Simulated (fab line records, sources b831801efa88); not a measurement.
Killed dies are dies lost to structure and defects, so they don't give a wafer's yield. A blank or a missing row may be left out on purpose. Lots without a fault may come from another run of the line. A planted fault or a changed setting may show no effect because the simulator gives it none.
Which tool did it? | flow sky130 | 10 lots, 30 wafers sampled, at 6 steps of a route of 708

WHAT THE GAUGES READ, wafer by wafer
The record holds no reading of a measuring or inspecting step that can be judged against a usual standard deviation.

WHICH TOOL RAN EACH LOT (tool, then ch and the chambers of the sampled wafers, then the start)
lot  | SKY_METAL5_SPUTTER_00        | SKY_METAL5_SPUTTER_01        | SKY_METAL5_SPUTTER_02        | SKY_PASSIVATION_COAT_06           | SKY_PASSIVATION_STRIP_12             | SKY_PAD_OPEN_PROBE_99
L314 | pvd_sputter-04, day 42 23:53 | pvd_sputter-04, day 42 23:55 | pvd_sputter-04, day 42 23:56 | litho_track-02 ch 0, day 44 10:43 | plasma_asher-02 ch 0,1, day 44 21:19 | prober-01, day 45 21:25
L315 | pvd_sputter-02, day 43 02:04 | pvd_sputter-02, day 43 02:05 | pvd_sputter-02, day 43 02:07 | litho_track-02 ch 0, day 44 13:41 | plasma_asher-03 ch 0, day 44 23:52   | prober-02, day 46 00:07
L318 | pvd_sputter-04, day 44 00:31 | pvd_sputter-04, day 44 00:32 | pvd_sputter-04, day 44 00:34 | litho_track-03 ch 0, day 45 11:18 | plasma_asher-02 ch 0,1, day 45 22:01 | prober-01, day 46 21:13
L319 | pvd_sputter-03, day 44 04:51 | pvd_sputter-03, day 44 04:52 | pvd_sputter-03, day 44 04:54 | litho_track-04 ch 0, day 45 15:17 | plasma_asher-04 ch 0,1, day 46 01:26 | prober-02, day 47 00:58
L321 | pvd_sputter-03, day 45 15:55 | pvd_sputter-03, day 45 15:56 | pvd_sputter-03, day 45 15:58 | litho_track-04 ch 0, day 46 23:37 | plasma_asher-03 ch 0,1, day 47 09:40 | prober-02, day 48 07:34
L324 | pvd_sputter-02, day 45 18:46 | pvd_sputter-02, day 45 18:47 | pvd_sputter-02, day 45 18:48 | litho_track-04 ch 0, day 47 02:23 | plasma_asher-03 ch 0,1, day 47 12:32 | prober-01, day 48 11:24
L329 | pvd_sputter-04, day 47 00:50 | pvd_sputter-04, day 47 00:52 | pvd_sputter-04, day 47 00:53 | litho_track-04 ch 0, day 48 07:49 | plasma_asher-03 ch 0,1, day 48 16:46 | prober-02, day 49 13:24
L334 | pvd_sputter-02, day 48 03:48 | pvd_sputter-02, day 48 03:49 | pvd_sputter-02, day 48 03:51 | litho_track-04 ch 0, day 49 09:04 | plasma_asher-03 ch 0,1, day 49 17:55 | prober-01, day 50 12:01
L335 | pvd_sputter-04, day 48 08:04 | pvd_sputter-04, day 48 08:05 | pvd_sputter-04, day 48 08:07 | litho_track-03 ch 0, day 49 12:21 | plasma_asher-03 ch 0,1, day 49 21:07 | prober-02, day 50 15:37
L337 | pvd_sputter-03, day 48 15:20 | pvd_sputter-03, day 48 15:22 | pvd_sputter-03, day 48 15:23 | litho_track-02 ch 0, day 49 18:43 | plasma_asher-02 ch 0,1, day 50 03:08 | prober-02, day 50 20:58
- SKY_METAL5_SPUTTER_00: material Ti, target thk 15 nm, time 10 s.
- SKY_METAL5_SPUTTER_01: material TiN, target thk 20 nm, time 16.7 s.
- SKY_METAL5_SPUTTER_02: material AlCu, target thk 1150 nm, time 61.2 s.
- SKY_PASSIVATION_COAT_06: resist thk 3000 nm.
- SKY_PASSIVATION_STRIP_12: strips in O2/N2.
- SKY_PAD_OPEN_PROBE_99

WHAT THE TOOLS THEMSELVES READ (means of the sampled wafers that have a number; where no wafer has one, the mark that the record gives instead)
SKY_METAL5_SPUTTER_00. Usual: chamber_pressure_pa 0.4000 Pa, standard deviation 0.0011; throttle_valve_pct 30.0 %, standard deviation 0.85.
lot  | tool           | chamber_pressure_pa (Pa) | throttle_valve_pct (%) | flag
L314 | pvd_sputter-04 | 0.4001                   | 30.8                   |
L315 | pvd_sputter-02 | 0.4003                   | 29.6                   |
L318 | pvd_sputter-04 | 0.3999                   | 29.7                   |
L319 | pvd_sputter-03 | 0.3996                   | 30.4                   |
L321 | pvd_sputter-03 | 0.3993                   | 30.4                   |
L324 | pvd_sputter-02 | 0.3998                   | 29.5                   |
L329 | pvd_sputter-04 | 0.4022                   | 29.3                   |
L334 | pvd_sputter-02 | 0.3995                   | 29.6                   |
L335 | pvd_sputter-04 | 0.4003                   | 29.8                   |
L337 | pvd_sputter-03 | 0.3998                   | 30.2                   |

SKY_METAL5_SPUTTER_01. Usual: chamber_pressure_pa 0.4000 Pa, standard deviation 0.00075; throttle_valve_pct 30.0 %, standard deviation 0.85.
lot  | tool           | chamber_pressure_pa (Pa) | throttle_valve_pct (%) | flag
L314 | pvd_sputter-04 | 0.4005                   | 30.9                   |
L315 | pvd_sputter-02 | 0.3999                   | 29.6                   |
L318 | pvd_sputter-04 | 0.3996                   | 29.8                   |
L319 | pvd_sputter-03 | 0.3997                   | 30.1                   |
L321 | pvd_sputter-03 | 0.4004                   | 30.3                   |
L324 | pvd_sputter-02 | 0.3997                   | 29.8                   |
L329 | pvd_sputter-04 | 0.4001                   | 29.1                   |
L334 | pvd_sputter-02 | 0.3993                   | 29.5                   |
L335 | pvd_sputter-04 | 0.4003                   | 29.7                   |
L337 | pvd_sputter-03 | 0.4000                   | 30.1                   |

SKY_METAL5_SPUTTER_02. Usual: chamber_pressure_pa 0.3999 Pa, standard deviation 0.00087; throttle_valve_pct 30.0 %, standard deviation 0.83.
lot  | tool           | chamber_pressure_pa (Pa) | throttle_valve_pct (%) | flag
L314 | pvd_sputter-04 | 0.3995                   | 30.9                   |
L315 | pvd_sputter-02 | 0.4002                   | 29.5                   |
L318 | pvd_sputter-04 | 0.3992                   | 29.7                   |
L319 | pvd_sputter-03 | 0.4002                   | 30.3                   |
L321 | pvd_sputter-03 | 0.4010                   | 30.3                   |
L324 | pvd_sputter-02 | 0.3997                   | 29.6                   |
L329 | pvd_sputter-04 | 0.4001                   | 29.2                   |
L334 | pvd_sputter-02 | 0.3993                   | 29.5                   |
L335 | pvd_sputter-04 | 0.4004                   | 29.8                   |
L337 | pvd_sputter-03 | 0.3993                   | 30.3                   |

SKY_PASSIVATION_COAT_06. Usual: resist_line_temp_C 22.98 C, standard deviation 0.12; spin_speed_rpm 2000.2 rpm, standard deviation 1.2.
lot  | tool           | resist_line_temp_C (C) | spin_speed_rpm (rpm) | flag
L314 | litho_track-02 | 23.03                  | 2000.0               |
L315 | litho_track-02 | 23.04                  | 1999.0               |
L318 | litho_track-03 | 22.95                  | 1999.7               |
L319 | litho_track-04 | 22.90                  | 2001.2               |
L321 | litho_track-04 | 22.98                  | 2001.9               |
L324 | litho_track-04 | 22.96                  | 2000.1               |
L329 | litho_track-04 | 22.90                  | 2714.6               | OFF
L334 | litho_track-04 | 22.93                  | 2712.8               | OFF
L335 | litho_track-03 | 22.97                  | 2001.0               |
L337 | litho_track-02 | 23.18                  | 1999.9               |

SKY_PASSIVATION_STRIP_12. Usual: chamber_pressure_mTorr 1500.0 mTorr, standard deviation 1.3; drypump_motor_current_A 5.5 A, standard deviation 0.46; o2_flow_sccm 2999 sccm, standard deviation 8.2; oes_product_au 0.661 a.u., standard deviation 0.0044; strip_time_to_endpoint_s 31.45 s, standard deviation 0.13.
lot  | tool            | chamber_pressure_mTorr (mTorr) | drypump_motor_current_A (A) | o2_flow_sccm (sccm) | oes_product_au (a.u.) | strip_time_to_endpoint_s (s) | flag
L314 | plasma_asher-02 | 1499.7                         | 5.4                         | 2995                | 0.663                 | 31.38                        |
L315 | plasma_asher-03 | 1500.4                         | 6.0                         | 3002                | 0.664                 | 31.37                        |
L318 | plasma_asher-02 | 1500.4                         | 5.5                         | 2995                | 0.660                 | 31.63                        |
L319 | plasma_asher-04 | 1499.5                         | 5.4                         | 3003                | 0.664                 | 31.54                        |
L321 | plasma_asher-03 | 1499.8                         | 5.7                         | 3005                | 0.661                 | 31.22                        |
L324 | plasma_asher-03 | 1499.5                         | 5.9                         | 3000                | 0.659                 | 31.21                        |
L329 | plasma_asher-03 | 1498.7                         | 5.7                         | 2999                | 0.661                 | 26.56                        | OFF
L334 | plasma_asher-03 | 1500.4                         | 5.7                         | 3002                | 0.660                 | 26.61                        | OFF
L335 | plasma_asher-03 | 1499.9                         | 5.7                         | 3005                | 0.662                 | 31.44                        |
L337 | plasma_asher-02 | 1500.4                         | 5.5                         | 3007                | 0.660                 | 31.40                        |

SKY_PAD_OPEN_PROBE_99. Usual: defect_limited_yield 82.2 %, standard deviation 1.8; killed_at_M0_to_M3 44, standard deviation 7.1; killed_at_M4_up 3.1, standard deviation 1.9; killed_at_contacts 25, standard deviation 5.8; killed_at_front_end 16, standard deviation 4.5; killed_at_other 0.3, standard deviation 0.52; killed_dies 88, standard deviation 9.1; killed_open 48, standard deviation 6.8; killed_short 39, standard deviation 5.8; sort_bin_3_pad_short 0.9 %, standard deviation 0.4; sort_bin_5_function 10.6 %, standard deviation 1.4; sort_bin_6_memory 6.3 %, standard deviation 1.1; sort_n_pass 404, standard deviation 9.1; sort_yield_pct 82.2 %, standard deviation 1.8.
lot  | tool      | defect_limited_yield (%) | killed_at_M0_to_M3 | killed_at_M4_up | killed_at_contacts | killed_at_front_end | killed_at_other | killed_dies | killed_open | killed_short | sort_bin_3_pad_short (%) | sort_bin_5_function (%) | sort_bin_6_memory (%) | sort_n_pass | sort_yield_pct (%) | flag
L314 | prober-01 | 84.3                     | 42                 | 2.3             | 18                 | 15                  | 0.0             | 77          | 42          | 34           | 0.8                      | 9.0                     | 5.9                   | 415         | 84.3               |
L315 | prober-02 | 81.8                     | 43                 | 4.0             | 24                 | 18                  | 0.3             | 89          | 52          | 37           | 1.3                      | 9.3                     | 7.5                   | 403         | 81.8               |
L318 | prober-01 | 83.2                     | 39                 | 2.7             | 21                 | 20                  | 0.3             | 83          | 49          | 33           | 0.7                      | 9.7                     | 6.4                   | 409         | 83.2               |
L319 | prober-02 | 80.7                     | 46                 | 2.3             | 28                 | 19                  | 0.0             | 95          | 51          | 43           | 1.0                      | 11.5                    | 6.8                   | 397         | 80.7               |
L321 | prober-02 | 80.3                     | 45                 | 5.0             | 30                 | 16                  | 1.0             | 97          | 55          | 41           | 0.9                      | 12.5                    | 6.3                   | 395         | 80.3               |
L324 | prober-01 | 83.5                     | 41                 | 1.0             | 24                 | 15                  | 0.0             | 81          | 46          | 35           | 0.7                      | 10.9                    | 5.0                   | 411         | 83.5               |
L329 | prober-02 | 82.4                     | 38                 | 4.0             | 27                 | 17                  | 0.3             | 87          | 48          | 37           | 1.0                      | 10.4                    | 6.2                   | 405         | 82.4               |
L334 | prober-01 | 81.6                     | 43                 | 2.0             | 26                 | 19                  | 0.0             | 90          | 47          | 43           | 1.3                      | 10.8                    | 6.2                   | 402         | 81.6               |
L335 | prober-02 | 80.4                     | 48                 | 4.3             | 29                 | 15                  | 0.0             | 97          | 56          | 40           | 0.8                      | 11.7                    | 7.2                   | 395         | 80.4               |
L337 | prober-02 | 82.7                     | 44                 | 3.3             | 25                 | 12                  | 1.0             | 85          | 46          | 38           | 1.1                      | 10.2                    | 6.0                   | 407         | 82.7               |

THE ANSWER, worked out from the rows above alone
Rule: a lot is off if the mean of its wafers that have a number lies more than 3 standard deviations from the usual mean. A lot without any number at a reading at which 4 lots or more have one is off too. The other lots that the step has rows for count as sound. The gauges are gone through in route order, then the tools' own readings, and for those a lot's mean is taken as printed above. The first step at which some lot is off is used, and at that step the reading that is off furthest; a lot without a number counts as furthest.
Off: L329, L334, at SKY_PASSIVATION_COAT_06 (spin_speed_rpm).
A tool fits if, at that step or a process step before it, it ran every lot that is off, and no sound lot after the first of them. One fits: litho_track-04 at SKY_PASSIVATION_COAT_06. Its last sound lot is L324 (day 47 02:23), its first lot that is off L329 (day 48 07:49): a fault that began between those two fits.
The tool's own readings at SKY_PASSIVATION_COAT_06 bear it out: on the lots that are off they differ by more than 5 times the standard deviation of the sound lots' means. spin_speed_rpm reads 2713.7 rpm there against 2000.3 rpm on the sound lots.

WHAT THE SIMULATOR HAD PUT IN
Process parameter drift: litho_track-04, from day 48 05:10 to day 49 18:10, at SKY_PASSIVATION_COAT_06. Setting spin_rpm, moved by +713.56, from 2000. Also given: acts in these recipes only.
Lots struck among those shown: L329, L334. The rule above found the same.
